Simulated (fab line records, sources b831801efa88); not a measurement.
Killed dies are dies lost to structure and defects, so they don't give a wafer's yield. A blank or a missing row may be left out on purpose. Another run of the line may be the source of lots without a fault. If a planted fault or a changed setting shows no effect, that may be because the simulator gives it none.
fab line records    flow gf180mcu
record lots=12  wafers=36  last_day=34
route steps=602 shown NWELL@137 POLY_GATE@175 HV_LDD@222 NSD@245
lots that met no fault: from a run of the same line without faults
start_h: the number of hours between the record's first day and the start of the first shown wafer of the lot    wait_h: time in hours since the lot's previous step    " unchanged from the row above    L1.1+2: one row covering several wafers at once    - no value, or no start was given    * or withheld: withheld    < > ~ a bound
route shown NAME@n: NAME is a module with steps in the file, n the number in the route of the first one    usual: average and standard deviation across the fault-free wafers    same: alike in all rows    chamber/n: place in a boat    sites: per-site readings    _std_site: their standard deviation    _edge_site: outer sites' mean less inner sites'    radius_mm: for every site, how far away it sits from the centre of the wafer    mask NAME#n: copy n    behind: the last tool/chamber to shape the wafer    hold: the reason the lot was held/the length of the hold in hours/how it ended    device: the n, p or np transistor that did not switch    end of line: the same wafers' tests at the end of the route    for a step that has no rows: nothing shown but its recipe    killed: not the wafer's yield, but the dies lost to structure and defects at the first sort    map: per-die view of a wafer (x killed, . not killed, _ where there is no die)
set.NAME: the run value of the setting; set.NAME@STEP: its run value at that earlier step    model.NAME: the simulator's own value behind a step, which no gauge read
the route's steps for a sample of lots (tables are steps, rows are wafers)
services: from which hour (start_h, from the record's first day; less than 0 if before it) a tool's chamber was out of use, for how many hours, and why
## steps
# step GF_VT_IMPLANT_RS_MEAS_47
# recipe thk_meas_gauge=four-point-probe
# usual NWELL_RS=487.7/1.3
lot.wafer  tool           chamber  start_h  wait_h  NWELL_RS[ohm/sq]
L213.3     film_metro-03  -        162.06   0.1     488.6
L213.4     "              -        "        "       489.1
L213.5     "              -        "        "       488.1
L215.1     film_metro-04  -        187.78   0.1     489.9
L215.4     "              -        "        "       488.7
L215.6     "              -        "        "       487.9
L216.1     film_metro-04  -        189.52   0.1     487.9
L216.2     "              -        "        "       488.3
L216.6     "              -        "        "       487.9
L217.2     film_metro-04  -        193.89   0.1     489.8
L217.4     "              -        "        "       489.7
L217.5     "              -        "        "       488.9
L218.1     film_metro-04  -        199.32   0.1     486.8
L218.2     "              -        "        "       487.3
L218.3     "              -        "        "       486.7
L219.2     film_metro-03  -        209.25   0.1     489.0
L219.3     "              -        "        "       488.5
L219.4     "              -        "        "       488.4
L220.4     film_metro-01  -        216.53   0.1     488.4
L220.5     "              -        "        "       486.8
L220.6     "              -        "        "       487.4
L223.1     film_metro-03  -        230.67   0.1     489.1
L223.2     "              -        "        "       487.7
L223.6     "              -        "        "       488.9
L224.1     film_metro-03  -        236.67   0.1     490.0
L224.3     "              -        "        "       488.1
L224.4     "              -        "        "       489.2
L230.1     film_metro-01  -        282.98   0.1     487.7
L230.5     "              -        "        "       487.2
L230.6     "              -        "        "       487.4
L232.2     film_metro-03  -        293.24   0.1     486.7
L232.4     "              -        "        "       485.9
L232.5     "              -        "        "       488.4
L234.1     film_metro-03  -        303.77   0.1     488.6
L234.5     "              -        "        "       487.8
L234.6     "              -        "        "       487.3
# step GF_POLY_GATE_CD_MEAS_18
# usual cd_nm=280.1/1.7
lot.wafer  tool       chamber  start_h  wait_h  cd_nm
L213.3     cd_sem-02  -        205.88   0.1     279.8
L213.4     "          -        "        "       281.5
L213.5     "          -        "        "       279.3
L215.1     cd_sem-01  -        229.58   0.1     278.2
L215.4     "          -        "        "       278.2
L215.6     "          -        "        "       278.8
L216.1     cd_sem-01  -        231.91   0.1     278.9
L216.2     "          -        "        "       280.7
L216.6     "          -        "        "       277.9
L217.2     cd_sem-02  -        236.02   0.1     280.0
L217.4     "          -        "        "       280.1
L217.5     "          -        "        "       279.9
L218.1     cd_sem-02  -        241.23   0.1     278.5
L218.2     "          -        "        "       278.8
L218.3     "          -        "        "       280.8
L219.2     cd_sem-01  -        252.85   0.1     282.2
L219.3     "          -        "        "       282.2
L219.4     "          -        "        "       282.1
L220.4     cd_sem-01  -        261.61   0.1     280.4
L220.5     "          -        "        "       279.8
L220.6     "          -        "        "       277.8
L223.1     cd_sem-02  -        276.18   0.1     279.5
L223.2     "          -        "        "       279.1
L223.6     "          -        "        "       280.9
L224.1     cd_sem-01  -        281.49   0.1     278.2
L224.3     "          -        "        "       278.4
L224.4     "          -        "        "       281.3
L230.1     cd_sem-01  -        332.87   0.1     279.4
L230.5     "          -        "        "       279.0
L230.6     "          -        "        "       278.7
L232.2     cd_sem-02  -        345.00   0.1     280.2
L232.4     "          -        "        "       281.1
L232.5     "          -        "        "       282.0
L234.1     cd_sem-02  -        354.18   0.1     281.6
L234.5     "          -        "        "       280.4
L234.6     "          -        "        "       280.1
# step GF_HV_LDD_CD_MEAS_46
# recipe target_cd_nm=400
# usual cd_nm=399.7/2.3
lot.wafer  tool       chamber  start_h  wait_h  cd_nm
L213.3     cd_sem-02  -        281.00   0.1     402.4
L213.4     "          -        "        "       401.8
L213.5     "          -        "        "       402.9
L215.1     cd_sem-01  -        308.51   0.1     395.5
L215.4     "          -        "        "       399.2
L215.6     "          -        "        "       397.5
L216.1     cd_sem-02  -        308.56   0.1     403.8
L216.2     "          -        "        "       405.1
L216.6     "          -        "        "       404.2
L217.2     cd_sem-01  -        313.82   0.1     399.6
L217.4     "          -        "        "       400.2
L217.5     "          -        "        "       401.3
L218.1     cd_sem-02  -        318.71   0.1     398.1
L218.2     "          -        "        "       400.5
L218.3     "          -        "        "       400.0
L219.2     cd_sem-01  -        332.28   0.1     402.0
L219.3     "          -        "        "       401.4
L219.4     "          -        "        "       398.1
L220.4     cd_sem-01  -        342.07   0.1     397.0
L220.5     "          -        "        "       397.9
L220.6     "          -        "        "       397.0
L223.1     cd_sem-01  -        359.90   0.1     398.1
L223.2     "          -        "        "       401.8
L223.6     "          -        "        "       398.7
L224.1     cd_sem-02  -        363.76   0.1     396.8
L224.3     "          -        "        "       400.3
L224.4     "          -        "        "       396.0
L230.1     cd_sem-02  -        423.16   0.1     403.0
L230.5     "          -        "        "       403.7
L230.6     "          -        "        "       403.7
L232.2     cd_sem-02  -        436.82   0.1     399.4
L232.4     "          -        "        "       401.8
L232.5     "          -        "        "       400.0
L234.1     cd_sem-02  -        448.15   0.1     401.4
L234.5     "          -        "        "       401.4
L234.6     "          -        "        "       402.1
# step GF_NSD_IMPLANT_10
# recipe species=P  energy_kev=40  dose_cm2=5e+14  tilt_deg=7
# usual dose_ions_cm2=5e+14/5e+11  end_station_pressure_torr=7.2e-06/3.7e-07  faraday_current_uA=2779/56  tilt_deg=7.003/0.02
lot.wafer  tool          chamber  start_h  wait_h  dose_ions_cm2  end_station_pressure_torr  faraday_current_uA  tilt_deg
L213.3     implanter-01  0        304.72   0.1     5.007e+14      7.3e-06                    2787                6.995
L213.4     "             0        "        "       5.009e+14      7e-06                      2695                6.990
L213.5     "             0        "        "       4.999e+14      7e-06                      2721                6.982
L215.1     implanter-03  0        331.86   0.1     5.003e+14      7e-06                      2838                7.001
L215.4     "             0        "        "       5.009e+14      6.9e-06                    2823                6.975
L215.6     "             0        "        "       5.01e+14       7e-06                      2675                7.008
L216.1     implanter-02  0        333.51   0.1     4.999e+14      7.5e-06                    2719                7.010
L216.2     "             0        "        "       5e+14          6.7e-06                    2764                6.994
L216.6     "             0        "        "       5.003e+14      7.5e-06                    2839                7.030
L217.2     implanter-03  0        338.33   0.1     5.003e+14      7.1e-06                    2743                7.025
L217.4     "             0        "        "       4.998e+14      7.1e-06                    2780                6.989
L217.5     "             0        "        "       4.996e+14      6.8e-06                    2752                7.011
L218.1     implanter-03  0        343.37   0.1     4.995e+14      7.3e-06                    2757                6.986
L218.2     "             0        "        "       4.995e+14      7.2e-06                    2765                6.990
L218.3     "             0        "        "       4.997e+14      7.1e-06                    2880                7.009
L219.2     implanter-01  0        357.08   0.1     5.001e+14      7.4e-06                    2722                6.985
L219.3     "             0        "        "       5.002e+14      7.2e-06                    2747                6.978
L219.4     "             0        "        "       5.009e+14      7.5e-06                    2799                6.993
L220.4     implanter-03  0        367.28   0.1     7.005e+14      8.3e-06                    3884                6.995
L220.5     "             0        "        "       7.01e+14       8.4e-06                    4150                7.021
L220.6     "             0        "        "       7.012e+14      8.5e-06                    4052                7.039
L223.1     implanter-01  0        385.51   0.1     4.995e+14      7.7e-06                    2841                7.010
L223.2     "             0        "        "       5.001e+14      7.3e-06                    2834                7.009
L223.6     "             0        "        "       4.986e+14      6.7e-06                    2852                6.991
L224.1     implanter-03  0        389.36   0.1     7.006e+14      8.8e-06                    3893                6.996
L224.3     "             0        "        "       7.008e+14      8.1e-06                    3857                7.030
L224.4     "             0        "        "       7.01e+14       7.9e-06                    3999                7.011
L230.1     implanter-03  0        451.16   0.1     5.003e+14      6.8e-06                    2773                7.030
L230.5     "             0        "        "       4.994e+14      6.4e-06                    2799                7.018
L230.6     "             0        "        "       5.001e+14      8.1e-06                    2855                6.994
L232.2     implanter-03  0        465.03   0.1     4.997e+14      7.2e-06                    2794                7.020
L232.4     "             0        "        "       4.998e+14      6.9e-06                    2777                7.029
L232.5     "             0        "        "       4.996e+14      7.6e-06                    2725                7.024
L234.1     implanter-01  0        475.81   0.1     5e+14          7.7e-06                    2786                6.985
L234.5     "             0        "        "       5.01e+14       7.4e-06                    2809                7.029
L234.6     "             0        "        "       5.004e+14      7.5e-06                    2819                7.026
# step GF_NSD_STRIP_11
# recipe chemistry=O2/N2  power_w=1400  pressure_mtorr=1500  platen_temp_c=250  o2_flow_sccm=3000  n2_flow_sccm=300  overash_fraction=0.5
# usual drypump_motor_current_A=5.7/0.41  heater_power_w=348/51  n2_flow_sccm=300.0/0.95  oes_product_au=0.487/0.0042  strip_time_to_endpoint_s=22.96/0.039
lot.wafer  tool             chamber  start_h  wait_h  drypump_motor_current_A  heater_power_w  n2_flow_sccm  oes_product_au  rf_hours_counter_h  strip_time_to_endpoint_s
L213.3     plasma_asher-03  1        304.85   0.1     5.8                      357             299.7         0.489           -                   22.95
L213.4     "                0        "        "       5.4                      297             298.9         0.494           -                   22.92
L213.5     "                1        "        "       5.8                      353             301.6         0.488           -                   22.96
L215.1     plasma_asher-03  1        332.01   0.1     5.8                      362             300.6         0.481           56                  22.90
L215.4     "                0        "        "       5.4                      298             301.4         0.489           -                   22.93
L215.6     "                1        "        "       5.8                      340             299.8         0.482           -                   22.90
L216.1     plasma_asher-04  1        333.66   0.1     5.8                      262             299.7         0.487           69                  22.98
L216.2     "                0        "        "       5.1                      387             299.2         0.493           69                  23.02
L216.6     "                0        "        "       5.1                      400             299.9         0.482           -                   22.99
L217.2     plasma_asher-04  1        338.46   0.1     5.8                      267             301.0         0.485           69                  22.99
L217.4     "                0        "        "       5.2                      389             300.7         0.484           -                   23.03
L217.5     "                0        "        "       5.2                      405             301.6         0.486           -                   23.03
L218.1     plasma_asher-04  0        343.52   0.1     5.1                      398             298.4         0.491           70                  22.95
L218.2     "                1        "        "       5.7                      265             301.8         0.482           70                  22.98
L218.3     "                0        "        "       5.1                      398             297.9         0.479           -                   22.95
L219.2     plasma_asher-03  0        357.21   0.1     5.4                      295             300.3         0.482           59                  22.95
L219.3     "                0        "        "       5.4                      290             299.6         0.486           -                   22.93
L219.4     "                1        "        "       5.8                      348             299.7         0.493           -                   22.88
L220.4     plasma_asher-02  0        367.39   0.1     6.4                      411             300.3         0.484           -                   23.19
L220.5     "                0        "        "       6.4                      411             301.0         0.478           -                   23.20
L220.6     "                1        "        "       5.4                      366             300.3         0.478           -                   23.18
L223.1     plasma_asher-02  1        385.66   0.1     5.4                      374             301.0         0.487           29                  22.94
L223.2     "                0        "        "       6.4                      404             299.3         0.483           29                  22.99
L223.6     "                1        "        "       5.4                      370             300.7         0.489           -                   22.99
L224.1     plasma_asher-02  0        389.51   0.1     6.4                      410             299.7         0.484           29                  23.07
L224.3     "                1        "        "       5.4                      373             298.8         0.479           -                   23.12
L224.4     "                0        "        "       6.4                      412             300.2         0.482           -                   23.13
L230.1     plasma_asher-03  0        451.31   0.1     5.4                      301             298.1         0.486           67                  22.99
L230.5     "                0        "        "       5.4                      300             299.4         0.489           -                   22.94
L230.6     "                1        "        "       5.8                      356             299.8         0.486           -                   22.98
L232.2     plasma_asher-03  1        465.15   0.1     5.8                      349             300.5         0.487           69                  23.02
L232.4     "                0        "        "       5.4                      296             299.1         0.494           -                   23.04
L232.5     "                0        "        "       5.4                      298             300.0         0.486           -                   23.02
L234.1     plasma_asher-03  1        475.96   0.1     5.8                      352             299.7         0.479           70                  23.00
L234.5     "                1        "        "       5.8                      349             301.0         0.493           -                   23.00
L234.6     "                0        "        "       5.4                      299             301.0         0.487           -                   22.98
# step GF_PSD_RS_MEAS_14
# recipe thk_meas_gauge=four-point-probe
# usual NSD_RS=46.15/0.11
lot.wafer  tool           chamber  start_h  wait_h  NSD_RS[ohm/sq]
L213.3     film_metro-02  -        325.09   0.1     46.08
L213.4     "              -        "        "       46.13
L213.5     "              -        "        "       46.21
L215.1     film_metro-03  -        353.25   0.1     46.18
L215.4     "              -        "        "       46.14
L215.6     "              -        "        "       46.15
L216.1     film_metro-03  -        355.10   0.1     46.06
L216.2     "              -        "        "       46.00
L216.6     "              -        "        "       46.13
L217.2     film_metro-04  -        360.67   0.1     46.23
L217.4     "              -        "        "       46.18
L217.5     "              -        "        "       46.32
L218.1     film_metro-04  -        364.86   0.1     46.30
L218.2     "              -        "        "       46.31
L218.3     "              -        "        "       46.27
L219.2     film_metro-03  -        380.12   0.1     46.13
L219.3     "              -        "        "       46.10
L219.4     "              -        "        "       46.14
L220.4     film_metro-03  -        390.46   0.1     43.89
L220.5     "              -        "        "       43.86
L220.6     "              -        "        "       43.84
L223.1     film_metro-04  -        408.96   0.1     46.27
L223.2     "              -        "        "       46.30
L223.6     "              -        "        "       46.29
L224.1     film_metro-04  -        413.21   0.1     44.14
L224.3     "              -        "        "       44.19
L224.4     "              -        "        "       44.14
L230.1     film_metro-02  -        475.81   0.1     46.04
L230.5     "              -        "        "       46.05
L230.6     "              -        "        "       46.11
L232.2     film_metro-02  -        489.82   0.1     46.13
L232.4     "              -        "        "       46.04
L232.5     "              -        "        "       46.06
L234.1     film_metro-04  -        500.55   0.1     46.20
L234.5     "              -        "        "       46.22
L234.6     "              -        "        "       46.16
## services
tool             chamber  start_h  hours  kind
implanter-03     -        290.26   2.1    repair
implanter-03     -        324.46   1.4    repair
implanter-03     -        353.83   3.1    repair
implanter-03     -        356.71   3.0    repair
plasma_asher-03  -        361.89   15.6   pm
implanter-02     -        380.18   2.3    repair
plasma_asher-02  -        402.05   3.9    repair
plasma_asher-04  -        421.25   9.0    pm
plasma_asher-04  0        421.25   9.0    vent_cycle
plasma_asher-04  1        421.25   9.0    vent_cycle
plasma_asher-04  0        430.25   -      clean
plasma_asher-04  1        430.25   -      clean
implanter-02     -        437.06   4.8    pm
plasma_asher-02  -        451.09   2.6    repair
## key
first_sign step=GF_NSD_IMPLANT_10  reading=dose_ions_cm2  direction=up  sigmas=99+  usual=5e+14  struck=7.008e+14
effect step=GF_NSD_IMPLANT_10  reading=faraday_current_uA  direction=up  sigmas=21  usual=2779  struck=3973
effect step=GF_NSD_STRIP_11  reading=strip_time_to_endpoint_s  direction=up  sigmas=5  usual=*  struck=*
effect step=GF_PSD_RS_MEAS_14  reading=NSD_RS  direction=down  sigmas=20  usual=46.15  struck=44.01
met_at GF_NSD_IMPLANT_10
struck_lots L220,L224
tester_left_out L220,L224
not_acting_at GF_VT_IMPLANT_RS_MEAS_47,GF_POLY_GATE_CD_MEAS_18,GF_HV_LDD_CD_MEAS_46
onset_between 343.37 367.28
fault kind=process_parameter_drift  tool=implanter-03  chamber=-  onset_h=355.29  steps=GF_NSD_IMPLANT_10  channel=dose_cm2  offset=2.0143e+14  shape=step  end_h=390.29  acts_in=these_recipes_only  stated=5e+14
# tester_left_out: of these lots the tester's yield and bins aren't shown, on N5 and GAA mostly nor the transistor test; their killed dies are dies lost to structure and defects alone, not to doping, threshold or leakage, so they don't give the yield
